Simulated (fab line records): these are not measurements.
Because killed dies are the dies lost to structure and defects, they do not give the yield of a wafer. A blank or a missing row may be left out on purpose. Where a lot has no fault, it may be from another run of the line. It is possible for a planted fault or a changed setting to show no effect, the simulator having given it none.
Matching of chambers / flow sky130 / SKY_VIA4_CMP_21 on cmp-02: 4 sister chambers
The step polishes, stops on SiO2, t overpolish 25 s, target thk 0 nm. 4 wafers are shown with their chamber, then 8 later ones without.

== WAFERS WITH THEIR CHAMBER ==
wafer=L240.5; chamber=2; motorCurrentA (A)=11.4
wafer=L245.6; chamber=1; motorCurrentA (A)=10.2
wafer=L248.2; chamber=0; motorCurrentA (A)=10.6
wafer=L260.2; chamber=3; motorCurrentA (A)=10.5

== WAFERS WITH NO CHAMBER GIVEN ==
wafer=L260.5; motorCurrentA (A)=10.7
wafer=L260.6; motorCurrentA (A)=11.2
wafer=L259.1; motorCurrentA (A)=10.6
wafer=L259.2; motorCurrentA (A)=11.5
wafer=L259.4; motorCurrentA (A)=10.5
wafer=L262.1; motorCurrentA (A)=10.9
wafer=L262.2; motorCurrentA (A)=11.0
wafer=L262.4; motorCurrentA (A)=10.7

== WHICH CHAMBER EACH WENT THROUGH ==
wafer=L260.5; from the rows above=can't be placed: 0 or 3 or 1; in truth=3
wafer=L260.6; from the rows above=can't be placed: 2 or 0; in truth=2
wafer=L259.1; from the rows above=can't be placed: 0 or 3 or 1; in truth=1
wafer=L259.2; from the rows above=2; in truth=2
wafer=L259.4; from the rows above=can't be placed: 3 or 0 or 1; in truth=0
wafer=L262.1; from the rows above=can't be placed: 0 or 3 or 2 or 1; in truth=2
wafer=L262.2; from the rows above=can't be placed: 0 or 2 or 3 or 1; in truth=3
wafer=L262.4; from the rows above=can't be placed: 0 or 3 or 1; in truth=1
1 of 8 placed correctly. Cannot be placed on the basis of these rows: 7; the candidates contain the true chamber in 7. 0 placed wrongly.
How it was worked out, from the rows above alone: a wafer's distance from a chamber is the root of the sum, over the readings, of the square of ((its reading less the chamber's mean) divided by the reading's scatter). The wafer belongs to the nearest chamber; if the next one is less than 2 further off, it can't be placed. For every chamber, the mean is computed from those of its wafers that are shown. The scatter: with one shown wafer a chamber, the root of the mean of the squares of how far each hidden wafer lies from its nearest shown one.
